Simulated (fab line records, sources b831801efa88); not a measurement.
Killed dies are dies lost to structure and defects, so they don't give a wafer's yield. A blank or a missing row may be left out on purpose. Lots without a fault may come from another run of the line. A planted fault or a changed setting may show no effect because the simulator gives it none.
Tool commonality check | flow gf180mcu | 12 lots, 36 wafers sampled

WHY IT WAS OPENED
At GF_HV_LDD_TW_MEAS_11 the reading HV_LDD_TW is flagged on 1 of 12 lots. Wafers without a fault read 2411, standard deviation 19.
Rule: a lot is flagged when every wafer of it that has a number lies more than 4 standard deviations from that mean, or none has a number. The other lots count as sound.

lot  | measured     | on            | HV_LDD_TW, wafer by wafer | flag
L711 | day 10 02:19 | film_metro-04 | 2387 2389 2391            |
L715 | day 11 12:40 | film_metro-01 | 2430 2428 2413            |
L717 | day 11 18:40 | film_metro-01 | 2418 2427 2430            |
L716 | day 11 18:45 | film_metro-03 | 2416 2407 2428            |
L719 | day 12 06:25 | film_metro-01 | 2419 2433 2413            |
L721 | day 12 18:19 | film_metro-01 | 2427 2424 2426            |
L722 | day 13 02:02 | film_metro-01 | 2410 2422 2415            |
L724 | day 13 20:28 | film_metro-03 | 2407 2408 2407            |
L725 | day 14 05:10 | film_metro-01 | 2429 2437 2443            |
L730 | day 15 22:40 | film_metro-03 | 30 30 30                  | FLAGGED
L733 | day 16 17:07 | film_metro-04 | 2387 2389 2372            |
L734 | day 17 00:21 | film_metro-03 | 2417 2413 2406            |
The numbers of the flagged lots are 30 on average: -2381 against the usual, or -99 or more standard deviations.

WHICH TOOL RAN EACH LOT
The record holds 2 process steps before the reading, out of a route of 602 steps. In each cell: the tool, then ch and the chambers that the sampled wafers went through, then the start.
lot  | flag    | GF_VT_IMPLANT_STRIP_20               | GF_HV_LDD_EXPOSE_04
L711 |         | plasma_asher-01 ch 0,1, day 6 08:46  | iline_stepper-02 ch 0, day 9 17:25
L715 |         | plasma_asher-01 ch 0,1, day 7 10:05  | iline_stepper-02 ch 0, day 11 02:56
L717 |         | plasma_asher-02 ch 0,1, day 7 18:34  | iline_stepper-02 ch 0, day 11 08:52
L716 |         | plasma_asher-01 ch 0,1, day 7 19:52  | iline_stepper-02 ch 0, day 11 08:58
L719 |         | plasma_asher-01 ch 0,1, day 8 05:18  | iline_stepper-01 ch 0, day 11 20:49
L721 |         | plasma_asher-01 ch 0,1, day 8 17:23  | iline_stepper-02 ch 0, day 12 08:17
L722 |         | plasma_asher-04 ch 0,1, day 8 23:44  | iline_stepper-02 ch 0, day 12 16:03
L724 |         | plasma_asher-02 ch 0, day 9 13:05    | iline_stepper-01 ch 0, day 13 10:25
L725 |         | plasma_asher-01 ch 0,1, day 9 23:50  | iline_stepper-02 ch 0, day 13 19:03
L730 | FLAGGED | plasma_asher-02 ch 0,1, day 11 04:22 | iline_stepper-02 ch 0, day 15 11:15
L733 |         | plasma_asher-04 ch 0,1, day 11 23:10 | iline_stepper-02 ch 0, day 16 05:20
L734 |         | plasma_asher-02 ch 0, day 12 05:31   | iline_stepper-02 ch 0, day 16 12:49
What these steps do:
- GF_VT_IMPLANT_STRIP_20: strips in O2/N2.
- GF_HV_LDD_EXPOSE_04: exposes mask Nplus LV AREA, target cd 400 nm.
- GF_HV_LDD_TW_MEAS_11

FLAGGED OVER TOTAL, TOOL BY TOOL (the gauges that took the reading come last)
step                   | tool             | lots run | flagged | share of the flagged lots | sound lots run after its first flagged lot
GF_VT_IMPLANT_STRIP_20 | plasma_asher-01  | 6        | 0       | none                      | -
GF_VT_IMPLANT_STRIP_20 | plasma_asher-02  | 4        | 1       | all                       | 1 (L734)
GF_VT_IMPLANT_STRIP_20 | plasma_asher-04  | 2        | 0       | none                      | -
GF_HV_LDD_EXPOSE_04    | iline_stepper-01 | 2        | 0       | none                      | -
GF_HV_LDD_EXPOSE_04    | iline_stepper-02 | 10       | 1       | all                       | 2 (L733,L734)
GF_HV_LDD_TW_MEAS_11   | film_metro-01    | 6        | 0       | none                      | -
GF_HV_LDD_TW_MEAS_11   | film_metro-03    | 4        | 1       | all                       | 1 (L734)
GF_HV_LDD_TW_MEAS_11   | film_metro-04    | 2        | 0       | none                      | -

WHAT THE TABLE ALLOWS
3 rows of the table ran every flagged lot: plasma_asher-02 at GF_VT_IMPLANT_STRIP_20, iline_stepper-02 at GF_HV_LDD_EXPOSE_04, film_metro-03 at GF_HV_LDD_TW_MEAS_11.
- plasma_asher-02 at GF_VT_IMPLANT_STRIP_20: 1 of its 4 lots flagged. Sound lots ran on it after the first flagged one (L734), which a lasting fault on the whole tool wouldn't allow.
- iline_stepper-02 at GF_HV_LDD_EXPOSE_04: 1 of its 10 lots flagged. Sound lots ran on it after the first flagged one (L733, L734), which a lasting fault on the whole tool wouldn't allow.
- film_metro-03 at GF_HV_LDD_TW_MEAS_11: 1 of its 4 lots flagged. Sound lots ran on it after the first flagged one (L734), which a lasting fault on the whole tool wouldn't allow.
No row of the table ran every flagged lot and no sound lot after the first.

WHAT THE SIMULATOR HAD PUT IN
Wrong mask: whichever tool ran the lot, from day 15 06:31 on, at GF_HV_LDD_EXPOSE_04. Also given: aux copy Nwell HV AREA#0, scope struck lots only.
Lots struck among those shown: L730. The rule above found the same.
